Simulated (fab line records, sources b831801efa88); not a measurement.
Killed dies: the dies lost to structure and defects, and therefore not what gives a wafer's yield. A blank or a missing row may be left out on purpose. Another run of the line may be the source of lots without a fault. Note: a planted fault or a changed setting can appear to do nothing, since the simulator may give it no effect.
fab line records ; flow gf180mcu
[record] lots = 24; wafers = 72; last_day = 34
route steps=602 shown CONTACT@292 V2@383 M3@411 V3@434 MIM@511
lots that met no fault: taken from a fault-free run of the same line
start_h: the number of hours between the record's first day and the start of the first shown wafer of the lot ; wait_h: hours from the lot's prior step to this one ; " the same as in the row above ; L1.1+2: one row covering several wafers at once ; - value missing, or start not given ; * or withheld: withheld ; < > ~ a bound
route shown NAME@n: a module of which the file shows steps, and the number in the route of the first ; usual: the fault-free wafers' mean and standard deviation ; same: alike in all rows ; chamber/n: place in a boat ; sites: the reading at each site ; _std_site: how widely they spread, as a standard deviation ; _edge_site: inner sites' mean taken away from outer sites' mean ; radius_mm: how far each site lies from the wafer's centre ; mask NAME#n: copy n ; behind: the last tool/chamber to shape the wafer ; hold: the reason the lot was held/the length of the hold in hours/how it ended ; device: transistor that didn't switch, given as n, p or np ; end of line: the route-end tests of the same wafers ; a step without rows: its recipe alone ; killed: dies lost to structure and defects at the first sort, not the wafer's yield ; map: shows each die of a wafer: x if killed, . if not, _ if none is there
set.NAME: the setting the step ran with; set.NAME@STEP: the setting that earlier step ran with ; model.NAME: the simulator's own value behind a step, which no gauge read
the route's steps for a sample of lots (tables are steps, rows are wafers)
services: a tool's chamber out of use, with start hour (start_h, from the record's first day; less than 0 if before it), hours out, and reason
[[steps]]
[step GF_CONTACT_BOW_MEAS_05]
[recipe] mode = bow
[usual] CONTACT_BOW = 66/6.8
lot.wafer;tool;chamber;start_h;wait_h;CONTACT_BOW[um]
L074.2;film_metro-01;-;333.69;0.3;61
L074.3;film_metro-01;-;333.69;0.3;68
L074.5;film_metro-01;-;333.69;0.3;74
L075.2;film_metro-01;-;338.87;0.1;46
L075.4;film_metro-01;-;338.87;0.1;72
L075.6;film_metro-01;-;338.87;0.1;67
L076.1;film_metro-01;-;356.54;0.2;69
L076.3;film_metro-01;-;356.54;0.2;58
L076.4;film_metro-01;-;356.54;0.2;65
L077.4;film_metro-01;-;360.41;0.2;70
L077.5;film_metro-01;-;360.41;0.2;72
L077.6;film_metro-01;-;360.41;0.2;68
L078.3;film_metro-01;-;374.25;0.2;73
L078.4;film_metro-01;-;374.25;0.2;71
L078.6;film_metro-01;-;374.25;0.2;74
L080.3;film_metro-02;-;389.54;0.2;61
L080.5;film_metro-02;-;389.54;0.2;65
L080.6;film_metro-02;-;389.54;0.2;68
L079.1;film_metro-01;-;389.57;0.1;70
L079.4;film_metro-01;-;389.57;0.1;51
L079.6;film_metro-01;-;389.57;0.1;70
L081.1;film_metro-01;-;406.31;0.1;69
L081.3;film_metro-01;-;406.31;0.1;57
L081.5;film_metro-01;-;406.31;0.1;61
L082.3;film_metro-02;-;413.04;0.2;68
L082.4;film_metro-02;-;413.04;0.2;73
L082.5;film_metro-02;-;413.04;0.2;74
L083.2;film_metro-01;-;436.44;0.1;57
L083.4;film_metro-01;-;436.44;0.1;70
L083.5;film_metro-01;-;436.44;0.1;72
L085.4;film_metro-03;-;437.13;0.2;79
L085.5;film_metro-03;-;437.13;0.2;66
L085.6;film_metro-03;-;437.13;0.2;62
L084.2;film_metro-01;-;443.66;0.2;63
L084.5;film_metro-01;-;443.66;0.2;57
L084.6;film_metro-01;-;443.66;0.2;73
L086.1;film_metro-03;-;457.71;0.2;59
L086.3;film_metro-03;-;457.71;0.2;58
L086.4;film_metro-03;-;457.71;0.2;60
L087.2;film_metro-02;-;458.02;0.1;61
L087.4;film_metro-02;-;458.02;0.1;57
L087.6;film_metro-02;-;458.02;0.1;63
L088.2;film_metro-01;-;470.27;0.1;68
L088.5;film_metro-01;-;470.27;0.1;61
L088.6;film_metro-01;-;470.27;0.1;73
L089.3;film_metro-02;-;476.00;0.3;78
L089.4;film_metro-02;-;476.00;0.3;66
L089.6;film_metro-02;-;476.00;0.3;68
L090.2;film_metro-03;-;487.94;0.3;61
L090.3;film_metro-03;-;487.94;0.3;72
L090.5;film_metro-03;-;487.94;0.3;69
L092.1;film_metro-03;-;492.56;0.1;71
L092.2;film_metro-03;-;492.56;0.1;64
L092.6;film_metro-03;-;492.56;0.1;62
L091.1;film_metro-02;-;493.44;0.1;73
L091.2;film_metro-02;-;493.44;0.1;74
L091.4;film_metro-02;-;493.44;0.1;52
L093.4;film_metro-02;-;505.42;0.2;69
L093.5;film_metro-02;-;505.42;0.2;63
L093.6;film_metro-02;-;505.42;0.2;57
L094.2;film_metro-01;-;514.66;0.2;53
L094.3;film_metro-01;-;514.66;0.2;69
L094.4;film_metro-01;-;514.66;0.2;60
L095.2;film_metro-02;-;528.96;0.2;74
L095.4;film_metro-02;-;528.96;0.2;69
L095.5;film_metro-02;-;528.96;0.2;64
L096.2;film_metro-02;-;530.42;0.2;63
L096.3;film_metro-02;-;530.42;0.2;70
L096.5;film_metro-02;-;530.42;0.2;58
L097.3;film_metro-01;-;540.67;0.2;63
L097.4;film_metro-01;-;540.67;0.2;68
L097.5;film_metro-01;-;540.67;0.2;79
[step GF_V2_THK_MEAS_01]
[recipe] reads = SiO2_of_V2_CVD_00
[usual] V2_CVD_00_THK = 602/5
lot.wafer;tool;chamber;start_h;wait_h;V2_CVD_00_THK[nm]
L074.2;film_metro-02;-;428.18;0.0;601
L074.3;film_metro-02;-;428.18;0.0;604
L074.5;film_metro-02;-;428.18;0.0;602
L075.2;film_metro-02;-;433.85;0.0;608
L075.4;film_metro-02;-;433.85;0.0;599
L075.6;film_metro-02;-;433.85;0.0;605
L076.1;film_metro-03;-;455.40;0.0;599
L076.3;film_metro-03;-;455.40;0.0;595
L076.4;film_metro-03;-;455.40;0.0;595
L077.4;film_metro-02;-;457.86;0.0;602
L077.5;film_metro-02;-;457.86;0.0;590
L077.6;film_metro-02;-;457.86;0.0;593
L078.3;film_metro-02;-;473.99;0.1;607
L078.4;film_metro-02;-;473.99;0.1;598
L078.6;film_metro-02;-;473.99;0.1;600
L080.3;film_metro-01;-;489.98;0.1;590
L080.5;film_metro-01;-;489.98;0.1;602
L080.6;film_metro-01;-;489.98;0.1;600
L079.1;film_metro-02;-;490.48;0.1;603
L079.4;film_metro-02;-;490.48;0.1;602
L079.6;film_metro-02;-;490.48;0.1;602
L081.1;film_metro-01;-;507.74;0.0;594
L081.3;film_metro-01;-;507.74;0.0;605
L081.5;film_metro-01;-;507.74;0.0;596
L082.3;film_metro-03;-;514.76;0.1;605
L082.4;film_metro-03;-;514.76;0.1;619
L082.5;film_metro-03;-;514.76;0.1;605
L083.2;film_metro-02;-;535.98;0.0;615
L083.4;film_metro-02;-;535.98;0.0;610
L083.5;film_metro-02;-;535.98;0.0;612
L085.4;film_metro-03;-;537.25;0.0;603
L085.5;film_metro-03;-;537.25;0.0;601
L085.6;film_metro-03;-;537.25;0.0;607
L084.2;film_metro-01;-;544.17;0.0;599
L084.5;film_metro-01;-;544.17;0.0;604
L084.6;film_metro-01;-;544.17;0.0;599
L086.1;film_metro-02;-;557.41;0.0;603
L086.3;film_metro-02;-;557.41;0.0;609
L086.4;film_metro-02;-;557.41;0.0;605
L087.2;film_metro-01;-;558.08;0.0;603
L087.4;film_metro-01;-;558.08;0.0;602
L087.6;film_metro-01;-;558.08;0.0;599
L088.2;film_metro-01;-;569.49;0.0;596
L088.5;film_metro-01;-;569.49;0.0;607
L088.6;film_metro-01;-;569.49;0.0;602
L089.3;film_metro-03;-;572.83;0.1;606
L089.4;film_metro-03;-;572.83;0.1;600
L089.6;film_metro-03;-;572.83;0.1;603
L090.2;film_metro-02;-;584.86;0.0;604
L090.3;film_metro-02;-;584.86;0.0;604
L090.5;film_metro-02;-;584.86;0.0;606
L092.1;film_metro-02;-;587.37;0.0;597
L092.2;film_metro-02;-;587.37;0.0;594
L092.6;film_metro-02;-;587.37;0.0;597
L091.1;film_metro-02;-;589.56;0.0;608
L091.2;film_metro-02;-;589.56;0.0;599
L091.4;film_metro-02;-;589.56;0.0;600
L093.4;film_metro-03;-;600.20;0.0;603
L093.5;film_metro-03;-;600.20;0.0;604
L093.6;film_metro-03;-;600.20;0.0;602
L094.2;film_metro-02;-;607.72;0.0;610
L094.3;film_metro-02;-;607.72;0.0;600
L094.4;film_metro-02;-;607.72;0.0;600
L095.2;film_metro-02;-;619.58;0.0;600
L095.4;film_metro-02;-;619.58;0.0;602
L095.5;film_metro-02;-;619.58;0.0;603
L096.2;film_metro-03;-;622.79;0.1;609
L096.3;film_metro-03;-;622.79;0.1;604
L096.5;film_metro-03;-;622.79;0.1;608
L097.3;film_metro-03;-;632.80;0.1;603
L097.4;film_metro-03;-;632.80;0.1;602
L097.5;film_metro-03;-;632.80;0.1;607
[step GF_V2_STRIP_18]
[recipe] chemistry = O2/N2; power_w = 1400; pressure_mtorr = 1500; platen_temp_c = 250; o2_flow_sccm = 3000; n2_flow_sccm = 300; overash_fraction = 0.5
[usual] drypump_motor_current_A = 5.8/0.49; heater_power_w = 324/20; n2_flow_sccm = 300.0/0.89; oes_product_au = 0.593/0.0049
lot.wafer;tool;chamber;start_h;wait_h;drypump_motor_current_A;heater_power_w;n2_flow_sccm;oes_product_au;rf_hours_counter_h
L074.2;plasma_asher-03;0;453.03;-;5.7;311;299.3;0.600;66
L074.3;plasma_asher-03;1;453.03;-;6.8;351;298.8;0.593;-
L074.5;plasma_asher-03;0;453.03;-;5.7;312;299.9;0.596;-
L075.2;plasma_asher-03;0;459.31;-;5.8;304;300.5;0.591;66
L075.4;plasma_asher-03;1;459.31;-;6.8;352;298.4;0.596;-
L075.6;plasma_asher-03;0;459.31;-;5.8;310;300.5;0.588;-
L076.1;plasma_asher-01;1;480.56;-;5.3;348;300.2;0.595;5
L076.3;plasma_asher-01;0;480.56;-;5.7;310;299.8;0.595;-
L076.4;plasma_asher-01;1;480.56;-;5.3;351;299.6;0.592;-
L077.4;plasma_asher-03;1;483.36;-;6.8;351;300.9;0.593;-
L077.5;plasma_asher-03;1;483.36;-;6.8;361;301.1;0.597;-
L077.6;plasma_asher-03;0;483.36;-;5.7;316;298.6;0.595;-
L078.3;plasma_asher-04;1;497.94;-;5.4;307;299.1;0.593;-
L078.4;plasma_asher-04;0;497.94;-;5.5;316;300.4;0.597;-
L078.6;plasma_asher-04;0;497.94;-;5.5;308;299.7;0.596;-
L080.3;plasma_asher-04;1;514.34;-;5.4;305;300.8;0.592;-
L080.5;plasma_asher-04;1;514.34;-;5.5;319;302.6;0.588;-
L080.6;plasma_asher-04;0;514.34;-;5.5;312;300.9;0.595;-
L079.1;plasma_asher-01;0;515.23;-;5.7;304;298.6;0.591;9
L079.4;plasma_asher-01;1;515.23;-;5.3;352;299.6;0.597;-
L079.6;plasma_asher-01;0;515.23;-;5.7;313;299.4;0.593;-
L081.1;plasma_asher-04;1;531.81;-;5.4;312;299.6;0.591;40
L081.3;plasma_asher-04;0;531.81;-;5.5;308;301.5;0.593;-
L081.5;plasma_asher-04;0;531.81;-;5.5;297;300.0;0.592;-
L082.3;plasma_asher-03;0;537.94;-;5.7;308;302.2;0.582;-
L082.4;plasma_asher-03;1;537.94;-;6.8;358;300.9;0.592;-
L082.5;plasma_asher-03;0;537.94;-;5.8;310;301.7;0.594;-
L083.2;plasma_asher-01;1;559.56;-;5.3;349;299.8;0.599;12
L083.4;plasma_asher-01;1;559.56;-;5.3;348;300.7;0.598;-
L083.5;plasma_asher-01;1;559.56;-;5.3;348;300.1;0.592;-
L085.4;plasma_asher-03;1;561.14;-;6.8;351;301.4;0.599;-
L085.5;plasma_asher-03;0;561.14;-;5.8;307;299.6;0.591;-
L085.6;plasma_asher-03;1;561.14;-;6.8;362;300.6;0.586;-
L084.2;plasma_asher-03;0;568.24;-;5.8;315;299.7;0.594;80
L084.5;plasma_asher-03;1;568.24;-;6.8;351;301.2;0.598;-
L084.6;plasma_asher-03;0;568.24;-;5.8;307;298.3;0.590;-
L086.1;plasma_asher-01;1;580.71;-;5.3;354;299.8;0.595;14
L086.3;plasma_asher-01;0;580.71;-;5.8;307;299.0;0.593;-
L086.4;plasma_asher-01;1;580.71;-;5.3;353;299.9;0.598;-
L087.2;plasma_asher-04;0;581.66;-;5.5;309;301.3;0.599;46
L087.4;plasma_asher-04;0;581.66;-;5.5;311;300.4;0.601;-
L087.6;plasma_asher-04;1;581.66;-;5.4;316;301.2;0.601;-
L088.2;plasma_asher-03;0;591.58;-;5.7;299;300.1;0.596;82
L088.5;plasma_asher-03;1;591.58;-;6.7;364;300.4;0.587;-
L088.6;plasma_asher-03;0;591.58;-;5.7;320;300.5;0.584;-
L089.3;plasma_asher-04;1;594.69;-;5.4;311;299.5;0.593;-
L089.4;plasma_asher-04;0;594.69;-;5.5;309;299.4;0.593;-
L089.6;plasma_asher-04;1;594.69;-;5.4;317;301.3;0.601;-
L090.2;plasma_asher-03;1;606.13;-;6.7;362;301.2;0.595;83
L090.3;plasma_asher-03;1;606.13;-;6.8;354;300.2;0.601;-
L090.5;plasma_asher-03;1;606.13;-;6.8;359;299.8;0.591;-
L092.1;plasma_asher-01;0;609.88;-;5.7;315;300.3;0.594;17
L092.2;plasma_asher-01;1;609.88;-;5.3;349;300.1;0.587;17
L092.6;plasma_asher-01;0;609.88;-;5.7;309;300.6;0.593;-
L091.1;plasma_asher-01;0;611.61;-;5.8;305;300.2;0.597;17
L091.2;plasma_asher-01;1;611.61;-;5.3;335;299.2;0.591;17
L091.4;plasma_asher-01;1;611.61;-;5.3;348;300.1;0.593;-
L093.4;plasma_asher-01;1;621.24;-;5.3;343;300.4;0.584;-
L093.5;plasma_asher-01;1;621.24;-;5.3;345;300.9;0.593;-
L093.6;plasma_asher-01;0;621.24;-;5.8;311;300.3;0.593;-
L094.2;plasma_asher-04;1;628.66;-;5.4;324;300.2;0.591;51
L094.3;plasma_asher-04;1;628.66;-;5.4;323;299.5;0.595;-
L094.4;plasma_asher-04;0;628.66;-;5.5;308;298.8;0.591;-
L095.2;plasma_asher-04;0;641.11;-;5.5;310;298.7;0.601;52
L095.4;plasma_asher-04;1;641.11;-;5.4;319;299.7;0.594;-
L095.5;plasma_asher-04;0;641.11;-;5.5;310;300.7;0.593;-
L096.2;plasma_asher-04;1;643.68;-;5.4;313;300.0;0.591;52
L096.3;plasma_asher-04;1;643.68;-;5.5;325;300.8;0.589;-
L096.5;plasma_asher-04;0;643.68;-;5.5;303;301.4;0.591;-
L097.3;plasma_asher-04;1;652.79;-;5.4;319;297.8;0.593;-
L097.4;plasma_asher-04;0;652.79;-;5.5;303;298.8;0.595;-
L097.5;plasma_asher-04;1;652.79;-;5.4;318;299.0;0.594;-
[step GF_M3_SPUTTER_02]
[recipe] material = AlCu; target_thk_nm = 450; power_w = 10600; time_s = 23.9; chamber_pressure_pa = 0.4
[usual] throttle_valve_pct = 30.2/1.2
lot.wafer;tool;chamber;start_h;wait_h;throttle_valve_pct
L074.2;pvd_sputter-03;-;454.42;0.0;30.6
L074.3;pvd_sputter-03;-;454.42;0.0;30.4
L074.5;pvd_sputter-03;-;454.42;0.0;30.5
L075.2;pvd_sputter-03;-;460.67;0.0;29.3
L075.4;pvd_sputter-03;-;460.67;0.0;31.0
L075.6;pvd_sputter-03;-;460.67;0.0;29.1
L076.1;pvd_sputter-04;-;481.92;0.0;31.7
L076.3;pvd_sputter-04;-;481.92;0.0;30.3
L076.4;pvd_sputter-04;-;481.92;0.0;29.4
L077.4;pvd_sputter-04;-;484.71;0.0;31.6
L077.5;pvd_sputter-04;-;484.71;0.0;30.4
L077.6;pvd_sputter-04;-;484.71;0.0;29.7
L078.3;pvd_sputter-03;-;499.32;0.0;30.5
L078.4;pvd_sputter-03;-;499.32;0.0;30.4
L078.6;pvd_sputter-03;-;499.32;0.0;29.3
L080.3;pvd_sputter-02;-;515.67;0.0;29.7
L080.5;pvd_sputter-02;-;515.67;0.0;31.6
L080.6;pvd_sputter-02;-;515.67;0.0;31.5
L079.1;pvd_sputter-03;-;516.61;0.0;29.1
L079.4;pvd_sputter-03;-;516.61;0.0;29.2
L079.6;pvd_sputter-03;-;516.61;0.0;30.7
L081.1;pvd_sputter-03;-;533.16;0.0;31.2
L081.3;pvd_sputter-03;-;533.16;0.0;30.7
L081.5;pvd_sputter-03;-;533.16;0.0;30.7
L082.3;pvd_sputter-04;-;539.26;0.0;30.3
L082.4;pvd_sputter-04;-;539.26;0.0;30.8
L082.5;pvd_sputter-04;-;539.26;0.0;30.9
L083.2;pvd_sputter-02;-;560.92;0.0;27.2
L083.4;pvd_sputter-02;-;560.92;0.0;31.4
L083.5;pvd_sputter-02;-;560.92;0.0;29.9
L085.4;pvd_sputter-03;-;562.50;0.0;29.4
L085.5;pvd_sputter-03;-;562.50;0.0;30.5
L085.6;pvd_sputter-03;-;562.50;0.0;30.7
L084.2;pvd_sputter-02;-;569.64;0.0;31.4
L084.5;pvd_sputter-02;-;569.64;0.0;31.6
L084.6;pvd_sputter-02;-;569.64;0.0;27.4
L086.1;pvd_sputter-04;-;582.47;0.0;30.9
L086.3;pvd_sputter-04;-;582.47;0.0;29.4
L086.4;pvd_sputter-04;-;582.47;0.0;30.3
L087.2;pvd_sputter-02;-;583.01;0.0;29.7
L087.4;pvd_sputter-02;-;583.01;0.0;27.2
L087.6;pvd_sputter-02;-;583.01;0.0;27.1
L088.2;pvd_sputter-02;-;592.93;0.0;29.8
L088.5;pvd_sputter-02;-;592.93;0.0;27.5
L088.6;pvd_sputter-02;-;592.93;0.0;29.8
L089.3;pvd_sputter-03;-;596.04;0.0;29.2
L089.4;pvd_sputter-03;-;596.04;0.0;31.2
L089.6;pvd_sputter-03;-;596.04;0.0;30.5
L090.2;pvd_sputter-02;-;607.48;0.0;31.4
L090.3;pvd_sputter-02;-;607.48;0.0;31.9
L090.5;pvd_sputter-02;-;607.48;0.0;27.2
L092.1;pvd_sputter-03;-;611.24;0.0;31.1
L092.2;pvd_sputter-03;-;611.24;0.0;30.5
L092.6;pvd_sputter-03;-;611.24;0.0;30.4
L091.1;pvd_sputter-04;-;612.96;0.0;31.8
L091.2;pvd_sputter-04;-;612.96;0.0;30.3
L091.4;pvd_sputter-04;-;612.96;0.0;29.3
L093.4;pvd_sputter-03;-;622.56;0.0;30.8
L093.5;pvd_sputter-03;-;622.56;0.0;30.9
L093.6;pvd_sputter-03;-;622.56;0.0;29.1
L094.2;pvd_sputter-02;-;630.04;0.0;29.5
L094.3;pvd_sputter-02;-;630.04;0.0;31.5
L094.4;pvd_sputter-02;-;630.04;0.0;27.3
L095.2;pvd_sputter-04;-;642.46;0.0;31.2
L095.4;pvd_sputter-04;-;642.46;0.0;31.5
L095.5;pvd_sputter-04;-;642.46;0.0;31.4
L096.2;pvd_sputter-03;-;645.05;0.0;30.8
L096.3;pvd_sputter-03;-;645.05;0.0;29.2
L096.5;pvd_sputter-03;-;645.05;0.0;31.2
L097.3;pvd_sputter-02;-;654.11;0.0;31.7
L097.4;pvd_sputter-02;-;654.11;0.0;31.4
L097.5;pvd_sputter-02;-;654.11;0.0;29.8
[step GF_V3_BOW_MEAS_05]
[recipe] mode = bow
[usual] V3_BOW = 119/8
lot.wafer;tool;chamber;start_h;wait_h;V3_BOW[um]
L074.2;film_metro-04;-;479.92;0.3;112
L074.3;film_metro-04;-;479.92;0.3;117
L074.5;film_metro-04;-;479.92;0.3;125
L075.2;film_metro-01;-;486.66;0.1;101
L075.4;film_metro-01;-;486.66;0.1;122
L075.6;film_metro-01;-;486.66;0.1;118
L076.1;film_metro-02;-;506.86;0.2;121
L076.3;film_metro-02;-;506.86;0.2;111
L076.4;film_metro-02;-;506.86;0.2;117
L077.4;film_metro-02;-;510.10;0.3;126
L077.5;film_metro-02;-;510.10;0.3;127
L077.6;film_metro-02;-;510.10;0.3;124
L078.3;film_metro-04;-;524.34;0.1;132
L078.4;film_metro-04;-;524.34;0.1;130
L078.6;film_metro-04;-;524.34;0.1;133
L080.3;film_metro-01;-;539.64;0.2;111
L080.5;film_metro-01;-;539.64;0.2;117
L080.6;film_metro-01;-;539.64;0.2;117
L079.1;film_metro-02;-;540.59;0.1;119
L079.4;film_metro-02;-;540.59;0.1;100
L079.6;film_metro-02;-;540.59;0.1;119
L081.1;film_metro-01;-;557.51;0.2;127
L081.3;film_metro-01;-;557.51;0.2;115
L081.5;film_metro-01;-;557.51;0.2;118
L082.3;film_metro-04;-;563.48;0.1;122
L082.4;film_metro-04;-;563.48;0.1;126
L082.5;film_metro-04;-;563.48;0.1;128
L083.2;film_metro-01;-;584.16;0.1;111
L083.4;film_metro-01;-;584.16;0.1;129
L083.5;film_metro-01;-;584.16;0.1;129
L085.4;film_metro-04;-;585.75;0.3;130
L085.5;film_metro-04;-;585.75;0.3;119
L085.6;film_metro-04;-;585.75;0.3;114
L084.2;film_metro-02;-;593.02;0.1;115
L084.5;film_metro-02;-;593.02;0.1;108
L084.6;film_metro-02;-;593.02;0.1;123
L086.1;film_metro-02;-;604.65;0.2;110
L086.3;film_metro-02;-;604.65;0.2;111
L086.4;film_metro-02;-;604.65;0.2;113
L087.2;film_metro-02;-;605.47;0.2;110
L087.4;film_metro-02;-;605.47;0.2;104
L087.6;film_metro-02;-;605.47;0.2;110
L088.2;film_metro-02;-;615.01;0.3;122
L088.5;film_metro-02;-;615.01;0.3;113
L088.6;film_metro-02;-;615.01;0.3;127
L089.3;film_metro-04;-;618.39;0.3;125
L089.4;film_metro-04;-;618.39;0.3;110
L089.6;film_metro-04;-;618.39;0.3;114
L090.2;film_metro-04;-;628.79;0.3;109
L090.3;film_metro-04;-;628.79;0.3;123
L090.5;film_metro-04;-;628.79;0.3;118
L092.1;film_metro-04;-;633.10;0.2;127
L092.2;film_metro-04;-;633.10;0.2;119
L092.6;film_metro-04;-;633.10;0.2;117
L091.1;film_metro-01;-;634.84;0.2;121
L091.2;film_metro-01;-;634.84;0.2;123
L091.4;film_metro-01;-;634.84;0.2;97
L093.4;film_metro-02;-;644.10;0.2;122
L093.5;film_metro-02;-;644.10;0.2;115
L093.6;film_metro-02;-;644.10;0.2;113
L094.2;film_metro-04;-;651.41;0.2;98
L094.3;film_metro-04;-;651.41;0.2;111
L094.4;film_metro-04;-;651.41;0.2;104
L095.2;film_metro-02;-;663.21;0.2;134
L095.4;film_metro-02;-;663.21;0.2;129
L095.5;film_metro-02;-;663.21;0.2;124
L096.2;film_metro-02;-;667.32;0.2;121
L096.3;film_metro-02;-;667.32;0.2;129
L096.5;film_metro-02;-;667.32;0.2;116
L097.3;film_metro-01;-;675.03;0.2;117
L097.4;film_metro-01;-;675.03;0.2;122
L097.5;film_metro-01;-;675.03;0.2;132
[step GF_MIM_SPUTTER_08]
[recipe] material = AlCu; target_thk_nm = 200; power_w = 10600; time_s = 10.6; chamber_pressure_pa = 0.4
[usual] throttle_valve_pct = 30.4/1.2
lot.wafer;tool;chamber;start_h;wait_h;throttle_valve_pct
L074.2;pvd_sputter-03;-;554.73;0.0;30.6
L074.3;pvd_sputter-03;-;554.73;0.0;30.6
L074.5;pvd_sputter-03;-;554.73;0.0;30.8
L075.2;pvd_sputter-03;-;561.05;0.0;30.8
L075.4;pvd_sputter-03;-;561.05;0.0;30.8
L075.6;pvd_sputter-03;-;561.05;0.0;30.3
L076.1;pvd_sputter-04;-;580.27;0.0;31.8
L076.3;pvd_sputter-04;-;580.27;0.0;30.9
L076.4;pvd_sputter-04;-;580.27;0.0;30.5
L077.4;pvd_sputter-02;-;583.84;0.0;31.4
L077.5;pvd_sputter-02;-;583.84;0.0;31.9
L077.6;pvd_sputter-02;-;583.84;0.0;31.4
L078.3;pvd_sputter-02;-;594.64;0.0;27.2
L078.4;pvd_sputter-02;-;594.64;0.0;31.4
L078.6;pvd_sputter-02;-;594.64;0.0;31.5
L080.3;pvd_sputter-03;-;609.46;0.0;28.9
L080.5;pvd_sputter-03;-;609.46;0.0;30.7
L080.6;pvd_sputter-03;-;609.46;0.0;30.7
L079.1;pvd_sputter-02;-;611.81;0.0;29.8
L079.4;pvd_sputter-02;-;611.81;0.0;31.5
L079.6;pvd_sputter-02;-;611.81;0.0;31.9
L081.1;pvd_sputter-03;-;626.56;0.0;29.4
L081.3;pvd_sputter-03;-;626.56;0.0;30.6
L081.5;pvd_sputter-03;-;626.56;0.0;30.4
L082.3;pvd_sputter-02;-;631.91;0.0;31.7
L082.4;pvd_sputter-02;-;631.91;0.0;31.5
L082.5;pvd_sputter-02;-;631.91;0.0;29.7
L083.2;pvd_sputter-03;-;650.67;0.0;29.2
L083.4;pvd_sputter-03;-;650.67;0.0;30.8
L083.5;pvd_sputter-03;-;650.67;0.0;30.5
L085.4;pvd_sputter-04;-;650.97;0.0;31.0
L085.5;pvd_sputter-04;-;650.97;0.0;31.7
L085.6;pvd_sputter-04;-;650.97;0.0;30.3
L084.2;pvd_sputter-04;-;658.56;0.0;31.7
L084.5;pvd_sputter-04;-;658.56;0.0;29.4
L084.6;pvd_sputter-04;-;658.56;0.0;30.5
L087.2;pvd_sputter-02;-;669.91;0.0;30.0
L087.4;pvd_sputter-02;-;669.91;0.0;31.5
L087.6;pvd_sputter-02;-;669.91;0.0;31.9
L086.1;pvd_sputter-02;-;670.21;0.0;31.4
L086.3;pvd_sputter-02;-;670.21;0.0;29.7
L086.4;pvd_sputter-02;-;670.21;0.0;31.3
L088.2;pvd_sputter-03;-;678.16;0.0;29.1
L088.5;pvd_sputter-03;-;678.16;0.0;30.3
L088.6;pvd_sputter-03;-;678.16;0.0;29.2
L089.3;pvd_sputter-04;-;681.89;0.0;31.1
L089.4;pvd_sputter-04;-;681.89;0.0;30.5
L089.6;pvd_sputter-04;-;681.89;0.0;29.5
L090.2;pvd_sputter-04;-;691.09;0.0;29.9
L090.3;pvd_sputter-04;-;691.09;0.0;31.6
L090.5;pvd_sputter-04;-;691.09;0.0;31.8
L092.1;pvd_sputter-04;-;695.85;0.0;30.9
L092.2;pvd_sputter-04;-;695.85;0.0;31.8
L092.6;pvd_sputter-04;-;695.85;0.0;29.1
L091.1;pvd_sputter-03;-;697.02;0.0;30.6
L091.2;pvd_sputter-03;-;697.02;0.0;30.7
L091.4;pvd_sputter-03;-;697.02;0.0;31.1
L093.4;pvd_sputter-04;-;705.27;0.0;31.6
L093.5;pvd_sputter-04;-;705.27;0.0;29.3
L093.6;pvd_sputter-04;-;705.27;0.0;30.8
L094.2;pvd_sputter-02;-;713.27;0.0;29.8
L094.3;pvd_sputter-02;-;713.27;0.0;31.4
L094.4;pvd_sputter-02;-;713.27;0.0;27.4
L095.2;pvd_sputter-03;-;723.79;0.0;31.1
L095.4;pvd_sputter-03;-;723.79;0.0;30.5
L095.5;pvd_sputter-03;-;723.79;0.0;30.7
L096.2;pvd_sputter-03;-;726.62;0.0;30.6
L096.3;pvd_sputter-03;-;726.62;0.0;28.9
L096.5;pvd_sputter-03;-;726.62;0.0;31.1
L097.3;pvd_sputter-02;-;745.23;0.0;31.7
L097.4;pvd_sputter-02;-;745.23;0.0;31.5
L097.5;pvd_sputter-02;-;745.23;0.0;31.7
[[services]]
tool;chamber;start_h;hours;kind
plasma_asher-03;-;429.86;11.1;repair
pvd_sputter-03;-;442.39;1.3;repair
pvd_sputter-03;-;462.42;2.6;repair
plasma_asher-04;-;469.00;11.4;repair
plasma_asher-01;-;470.18;7.7;repair
plasma_asher-04;-;483.19;13.0;repair
pvd_sputter-03;0;499.41;-;consumable_replace:kit
pvd_sputter-03;0;499.41;18.0;scheduled_down
pvd_sputter-03;0;499.41;18.0;vent_cycle
pvd_sputter-04;-;515.84;4.2;repair
pvd_sputter-02;-;517.58;5.1;repair
plasma_asher-01;-;521.62;21.6;repair
plasma_asher-01;-;560.86;1.8;repair
pvd_sputter-03;-;562.72;4.9;repair
plasma_asher-03;-;570.88;0.4;repair
pvd_sputter-04;-;574.91;3.3;repair
pvd_sputter-04;-;598.76;6.2;repair
pvd_sputter-02;-;600.47;3.8;repair
pvd_sputter-03;3;658.42;-;consumable_replace:kit
pvd_sputter-03;3;658.42;18.0;scheduled_down
pvd_sputter-03;3;658.42;18.0;vent_cycle
pvd_sputter-02;-;667.29;0.6;repair
pvd_sputter-03;-;694.33;2.5;repair
plasma_asher-01;-;731.62;1.2;repair
[[key]]
fault none
